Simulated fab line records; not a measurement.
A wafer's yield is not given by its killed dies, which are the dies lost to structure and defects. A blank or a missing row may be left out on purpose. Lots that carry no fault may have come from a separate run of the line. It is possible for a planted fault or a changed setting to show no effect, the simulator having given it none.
Which of the tools did it? | flow gf180mcu | 24 lots with 72 wafers sampled at 4 steps, on a route of 602 steps

## WHAT THE GAUGES SHOWED, per wafer
GF_V3_THK_MEAS_25: measures by xrf.
lot  | measured     | on            | V3_W_THK (nm)
L074 | day 22 02:57 | film metro-02 | 361 369 360
L075 | day 22 18:37 | film metro-02 | 366 362 364
L076 | day 23 04:06 | film metro-01 | 357 356 358
L077 | day 23 08:32 | film metro-04 | 361 358 362
L078 | day 24 00:18 | film metro-01 | 370 363 362
L079 | day 24 06:31 | film metro-01 | 369 355 359
L080 | day 24 10:53 | film metro-02 | 367 364 367
L081 | day 25 06:44 | film metro-01 | 370 360 372
L082 | day 25 07:25 | film metro-04 | 365 364 363
L083 | day 25 11:41 | film metro-02 | 361 363 358
L084 | day 26 02:23 | film metro-04 | 363 366 363
L085 | day 26 09:13 | film metro-02 | 370 366 367
L086 | day 26 16:20 | film metro-04 | 369 373 365
L087 | day 26 22:53 | film metro-01 | 362 368 368
L088 | day 27 08:38 | film metro-04 | 365 363 362
L089 | day 27 15:37 | film metro-04 | 369 360 366
L090 | day 27 19:29 | film metro-04 | 361 361 365
L091 | day 28 04:21 | film metro-04 | 358 369 360
L092 | day 28 09:17 | film metro-01 | 365 362 371
L093 | day 28 15:37 | film metro-01 | 350 360 355
L094 | day 28 20:56 | film metro-04 | 365 361 360
L095 | day 29 05:32 | film metro-01 | 357 357 355
L096 | day 29 14:01 | film metro-04 | 363 368 360
L097 | day 29 19:27 | film metro-01 | 352 354 356

GF_V5_THK_MEAS_03.
lot  | measured     | on            | V5_CVD_02_THK (nm)
L074 | day 26 03:58 | film metro-04 | 1481 1462 1445
L075 | day 26 15:52 | film metro-04 | 1436 1449 1453
L076 | day 27 00:29 | film metro-01 | 1426 1409 1443
L077 | day 27 04:54 | film metro-04 | 1442 1428 1444
L078 | day 27 16:53 | film metro-02 | 1414 1450 1443
L079 | day 27 23:50 | film metro-04 | 1443 1458 1448
L080 | day 28 02:41 | film metro-02 | 1435 1449 1451
L081 | day 28 21:06 | film metro-02 | 1408 1445 1427
L082 | day 28 21:45 | film metro-01 | 1420 1457 1471
L083 | day 29 01:59 | film metro-01 | 1443 1424 1456
L084 | day 29 14:41 | film metro-04 | 1445 1444 1460
L085 | day 29 21:58 | film metro-01 | 1392 1449 1451
L086 | day 30 02:58 | film metro-04 | 1446 1469 1438
L087 | day 30 08:58 | film metro-01 | 1458 1448 1474
L088 | day 30 19:11 | film metro-04 | 1414 1447 1446
L089 | day 31 00:11 | film metro-04 | 1413 1431 1448
L090 | day 31 03:50 | film metro-02 | 1414 1461 1439
L091 | day 31 12:41 | film metro-01 | 1443 1449 1459
L092 | day 31 17:17 | film metro-04 | 1456 1454 1436
L093 | day 31 20:51 | film metro-02 | 1441 1439 1445
L094 | day 32 02:34 | film metro-02 | 1436 1431 1462
L095 | day 32 10:37 | film metro-01 | 1465 1443 1451
L096 | day 32 16:48 | film metro-01 | 1451 1459 1469
L097 | day 32 21:25 | film metro-04 | 1417 1446 1452

## WHICH TOOL RAN EACH LOT (tool, then ch and the chambers of the sampled wafers, then the start)
lot  | GF_V3_SPUTTER_21             | GF_V4_STRIP_18
L074 | pvd sputter-03, day 22 02:35 | plasma asher-03 ch 0,1, day 24 04:57
L075 | pvd sputter-02, day 22 18:15 | plasma asher-03 ch 0,1, day 24 18:34
L076 | pvd sputter-03, day 23 03:46 | plasma asher-02 ch 0,1, day 25 04:20
L077 | pvd sputter-02, day 23 08:11 | plasma asher-01 ch 0,1, day 25 08:25
L078 | pvd sputter-01, day 23 23:58 | plasma asher-03 ch 0,1, day 25 20:46
L079 | pvd sputter-01, day 24 06:10 | plasma asher-02 ch 0,1, day 26 03:40
L080 | pvd sputter-03, day 24 10:33 | plasma asher-01 ch 0, day 26 07:49
L081 | pvd sputter-01, day 25 06:23 | plasma asher-02 ch 0,1, day 27 02:13
L082 | pvd sputter-03, day 25 07:04 | plasma asher-03 ch 0,1, day 27 03:08
L083 | pvd sputter-02, day 25 11:21 | plasma asher-01 ch 0,1, day 27 06:44
L084 | pvd sputter-03, day 26 02:02 | plasma asher-02 ch 0,1, day 27 21:28
L085 | pvd sputter-02, day 26 08:52 | plasma asher-03 ch 0,1, day 28 04:10
L086 | pvd sputter-03, day 26 16:00 | plasma asher-03 ch 0,1, day 28 10:20
L087 | pvd sputter-02, day 26 22:33 | plasma asher-02 ch 0,1, day 28 17:13
L088 | pvd sputter-01, day 27 08:17 | plasma asher-03 ch 1, day 29 02:40
L089 | pvd sputter-01, day 27 15:17 | plasma asher-03 ch 0,1, day 29 08:38
L090 | pvd sputter-01, day 27 19:09 | plasma asher-02 ch 0,1, day 29 12:41
L091 | pvd sputter-03, day 28 04:01 | plasma asher-01 ch 0,1, day 29 21:40
L092 | pvd sputter-02, day 28 08:55 | plasma asher-01 ch 0,1, day 30 01:52
L093 | pvd sputter-01, day 28 15:16 | plasma asher-03 ch 0,1, day 30 06:48
L094 | pvd sputter-02, day 28 20:36 | plasma asher-02 ch 0,1, day 30 13:01
L095 | pvd sputter-03, day 29 05:12 | plasma asher-02 ch 0,1, day 30 21:04
L096 | pvd sputter-01, day 29 13:41 | plasma asher-03 ch 0,1, day 31 04:19
L097 | pvd sputter-03, day 29 19:07 | plasma asher-01 ch 0,1, day 31 10:19
- GF_V3_SPUTTER_21: material Ti, target thk 15 nm, time 80.02 s.
- GF_V4_STRIP_18: strips in O2/N2.

## WHAT THE TOOLS THEMSELVES READ (means of the sampled wafers that have a number; where no wafer has one, the mark that the record gives instead)
GF_V3_SPUTTER_21.
lot  | tool           | throttle valve pct (%)
L074 | pvd sputter-03 | 30.7
L075 | pvd sputter-02 | 30.8
L076 | pvd sputter-03 | 30.0
L077 | pvd sputter-02 | 29.6
L078 | pvd sputter-01 | 29.5
L079 | pvd sputter-01 | 29.4
L080 | pvd sputter-03 | 30.5
L081 | pvd sputter-01 | 29.4
L082 | pvd sputter-03 | 30.2
L083 | pvd sputter-02 | 29.7
L084 | pvd sputter-03 | 29.7
L085 | pvd sputter-02 | 30.1
L086 | pvd sputter-03 | 30.5
L087 | pvd sputter-02 | 30.1
L088 | pvd sputter-01 | 28.9
L089 | pvd sputter-01 | 28.8
L090 | pvd sputter-01 | 29.5
L091 | pvd sputter-03 | 29.5
L092 | pvd sputter-02 | 30.7
L093 | pvd sputter-01 | 29.0
L094 | pvd sputter-02 | 30.3
L095 | pvd sputter-03 | 30.0
L096 | pvd sputter-01 | 29.1
L097 | pvd sputter-03 | 30.5

GF_V4_STRIP_18.
lot  | tool            | chamber pressure mTorr (mTorr) | drypump motor current A (A) | heater power w (W) | oes product au (a.u.)
L074 | plasma asher-03 | 1499.9                         | 5.57                        | 328                | 0.590
L075 | plasma asher-03 | 1499.7                         | 5.72                        | 325                | 0.592
L076 | plasma asher-02 | 1500.0                         | 6.08                        | 353                | 0.590
L077 | plasma asher-01 | 1499.9                         | 5.63                        | 362                | 0.594
L078 | plasma asher-03 | 1500.6                         | 5.59                        | 322                | 0.591
L079 | plasma asher-02 | 1498.9                         | 6.12                        | 354                | 0.592
L080 | plasma asher-01 | 1499.6                         | 5.82                        | 377                | 0.595
L081 | plasma asher-02 | 1500.6                         | 6.11                        | 353                | 0.593
L082 | plasma asher-03 | 1499.9                         | 5.72                        | 325                | 0.593
L083 | plasma asher-01 | 1500.4                         | 5.63                        | 363                | 0.596
L084 | plasma asher-02 | 1500.0                         | 6.03                        | 332                | 0.593
L085 | plasma asher-03 | 1500.1                         | 5.58                        | 329                | 0.595
L086 | plasma asher-03 | 1500.3                         | 5.56                        | 325                | 0.597
L087 | plasma asher-02 | 1500.0                         | 6.03                        | 330                | 0.593
L088 | plasma asher-03 | 1498.8                         | 5.83                        | 327                | 0.592
L089 | plasma asher-03 | 1500.3                         | 5.72                        | 328                | 0.591
L090 | plasma asher-02 | 1500.1                         | 6.10                        | 351                | 0.594
L091 | plasma asher-01 | 1499.9                         | 5.62                        | 360                | 0.598
L092 | plasma asher-01 | 1500.4                         | 5.62                        | 358                | 0.597
L093 | plasma asher-03 | 1500.7                         | 5.60                        | 321                | 0.598
L094 | plasma asher-02 | 1500.0                         | 6.12                        | 351                | 0.593
L095 | plasma asher-02 | 1499.7                         | 6.04                        | 335                | 0.597
L096 | plasma asher-03 | 1499.4                         | 5.71                        | 324                | 0.595
L097 | plasma asher-01 | 1500.6                         | 5.64                        | 358                | 0.594

## THE ANSWER, worked out from the rows above alone
Rule: the lots themselves supply what counts as usual. The widest of any qualifying gaps counts: lots, ordered by their means at a reading, are off when they make up no more than a third of the lots, leave a main group of 4 or more, and stand apart from it by 3 or more times the standard deviation of that group's means. Not used: any main group whose means are identical at the precision the tables above print for the reading. Also off: a lot with no number at a reading for which 4 or more lots have one. The other lots that the step has rows for count as sound. After the gauges, taken in route order, come the tools' own readings; for these a lot's mean is taken, as printed above. The first step at which some lot is off is used, and at that step the reading that is off furthest; a lot without a number counts as furthest.
None of the lots is off at any reading shown; this tells nothing.

## WHAT THE SIMULATOR HAD PUT IN
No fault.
